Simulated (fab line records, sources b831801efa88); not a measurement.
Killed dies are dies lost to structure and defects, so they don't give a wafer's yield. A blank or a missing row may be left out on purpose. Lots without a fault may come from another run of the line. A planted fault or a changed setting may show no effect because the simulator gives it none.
A struck lot beside a sound one | flow sky130 | 22 steps out of a route of 708
Sound: wafers L340.1, L340.2, L340.6. Struck: wafers L338.2, L338.3, L338.5. The cause comes at the end.
At each step with rows: each side's tool, then ch and its chambers, then its first start. Under that, the readings that differ: sound wafers | struck wafers | difference of the means | sigmas: that difference in standard deviations of wafers without a fault.
alike: readings whose means differ by less than 2 such deviations, and words and numbers that are the same on both sides. not compared: withheld readings, readings that some wafer has no value for, bounds like >300 that may hide the same value, and numbers for which the record gives no deviation and whose values overlap.
The two part at a step that has a row with sigmas, a row that says differs or no value, or rows on one side only. Numbers that don't overlap but have no deviation are shown without sigmas and don't part them. A reading that every wafer of one side lacks parts them only if that side has two wafers or more.

first, 6 steps without rows for these wafers: SKY_LDD_HVN_HMDS_01 (prime time 60 s); SKY_LDD_HVN_COAT_02 (resist thk 300 nm); SKY_LDD_HVN_SOFTBAKE_03 (time 60 s); SKY_LDD_HVN_EXPOSE_04 (exposes mask HVNTM, target cd 700 nm); SKY_LDD_HVN_PEB_05; SKY_LDD_HVN_DEVELOP_06 (develop time 60 s).
SKY_LDD_HVN_OVL_MEAS_07:
  sound on overlay-02, day 27 14:23; struck on overlay-01, day 27 01:25
  alike: LDD_HVN_OVL
then, 1 step without rows for these wafers: SKY_LDD_HVN_IMPLANT_08.
SKY_LDD_HVN_STRIP_09: strips in O2/N2.
  sound on plasma_asher-01 ch 0,1, day 27 14:34; struck on plasma_asher-02 ch 0,1, day 27 01:35
  alike: drypump_motor_current_A, o2_flow_sccm, oes_product_au, strip_time_to_endpoint_s
  not compared: rf_hours_counter_h
SKY_LDD_HVN_TW_MEAS_10:
  sound on film_metro-04, day 27 14:40; struck on film_metro-04, day 27 01:42
  alike: LDD_HVN_TW
then, 2 steps without rows for these wafers: SKY_LDD_HVP_DEHYDRATE_00 (time 60 s); SKY_LDD_HVP_HMDS_01 (prime time 60 s).
SKY_LDD_HVP_COAT_02: resist thk 300 nm.
  sound on litho_track-02 ch 0, day 28 04:47; struck on litho_track-03 ch 0, day 27 16:07
  reading                                      | sound                | struck               | difference | sigmas
  spin_speed_rpm (rpm)                         | 2995.8 3000.4 3001.4 | 2788.1 2786.4 2788.6 | -211.5     | -99 or more
  model.NOVOLAK_of_LDD_HVP_COAT_02.thk_nm (nm) | 299.7 300.2 300.4    | 312.4 312.2 312.6    | +12.3      |
  alike: chill_plate_temp_C, dispense_pressure_kPa
then, 3 steps without rows for these wafers: SKY_LDD_HVP_SOFTBAKE_03 (time 60 s); SKY_LDD_HVP_EXPOSE_04 (exposes mask HVPTM, target cd 700 nm); SKY_LDD_HVP_PEB_05.
SKY_LDD_HVP_DEVELOP_06: develop time 60 s.
  sound on litho_track-03 ch 0, day 28 18:50; struck on litho_track-04 ch 0, day 28 06:57
  reading                                      | sound           | struck          | difference | sigmas
  model.NOVOLAK_of_LDD_HVP_COAT_02.thk_nm (nm) | 299.3 299.8 300 | 312 311.8 312.2 | +12        |
  alike: chill_plate_temp_C
SKY_LDD_HVP_OVL_MEAS_07:
  sound on overlay-02, day 28 18:59; struck on overlay-02, day 28 07:05
  alike: LDD_HVP_OVL
then, 1 step without rows for these wafers: SKY_LDD_HVP_IMPLANT_08.
SKY_LDD_HVP_STRIP_09: strips in O2/N2.
  sound on plasma_asher-02 ch 0,1, day 28 19:10; struck on plasma_asher-02 ch 0,1, day 28 07:16
  reading                      | sound             | struck            | difference | sigmas
  strip_time_to_endpoint_s (s) | 4.119 4.147 4.137 | 4.312 4.288 4.284 | +0.160     | +9
  alike: drypump_motor_current_A, o2_flow_sccm, oes_product_au
  not compared: rf_hours_counter_h
SKY_LDD_HVP_TW_MEAS_10:
  sound on film_metro-01, day 28 19:16; struck on film_metro-03, day 28 07:22
  alike: LDD_HVP_TW
then, 1 step without rows for these wafers: SKY_PAD_OPEN_PROBE_99.

WHERE THEY PART
First at SKY_LDD_HVP_COAT_02; last, within this record, at SKY_LDD_HVP_STRIP_09. Later steps at which nothing parts them and some readings are alike: SKY_LDD_HVP_TW_MEAS_10.

WHY: what the simulator had put in
Process parameter drift: litho_track-03, from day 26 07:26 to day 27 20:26, at SKY_LDD_HVP_COAT_02. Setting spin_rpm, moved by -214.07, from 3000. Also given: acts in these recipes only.
